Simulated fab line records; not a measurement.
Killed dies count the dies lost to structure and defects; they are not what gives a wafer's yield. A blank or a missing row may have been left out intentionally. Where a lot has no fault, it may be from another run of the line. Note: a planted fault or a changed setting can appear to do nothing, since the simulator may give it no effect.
A sampling plan put to the test	flow sky130	one fab line, 2 faults that these records tell of, each judged on the records of the lots that it struck
Plan = the line's own looks (route steps where a gauge or an inspection reads the wafer without altering it). A look can be judged if struck wafers have a number there and the file gives its usual mean and standard deviation on fault-free wafers. Caught: a look later than the fault's first step finds the struck wafers' mean 4 or more of those standard deviations (sigma) from the usual mean. On the tool: the fault's steps, tested the same way using the tool's own readings. It also counts as caught if the struck wafers ran another recipe or if their record alone is blank.

## THE FAULTS, as the simulator had put them in
1. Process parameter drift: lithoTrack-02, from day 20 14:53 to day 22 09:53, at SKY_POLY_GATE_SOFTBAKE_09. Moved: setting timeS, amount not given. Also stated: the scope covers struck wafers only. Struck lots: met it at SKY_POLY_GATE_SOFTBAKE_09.
2. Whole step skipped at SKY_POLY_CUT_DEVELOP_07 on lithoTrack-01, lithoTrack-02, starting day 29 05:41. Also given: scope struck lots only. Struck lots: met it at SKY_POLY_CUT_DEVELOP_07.

## WHAT THE PLAN SAW
fault	on the tool itself	first look that catches it	reading, sigma	median hours from its first step to that look	hours from the fault's start to the first struck lot there	judged looks passed uncaught
1	runLengthS +16 sigma	not the one look that can be judged after it	-	-	-	1
2	the tool's record is blank for the struck wafers	no look after it can be judged	-	-	-	0
Dash: fault not caught, or number not given in these records.

Caught at a look: 0 of 2. Caught on the tool: 2 of 2. By one or the other: 2 of 2.
On the tool alone, faults 1, 2 were caught.
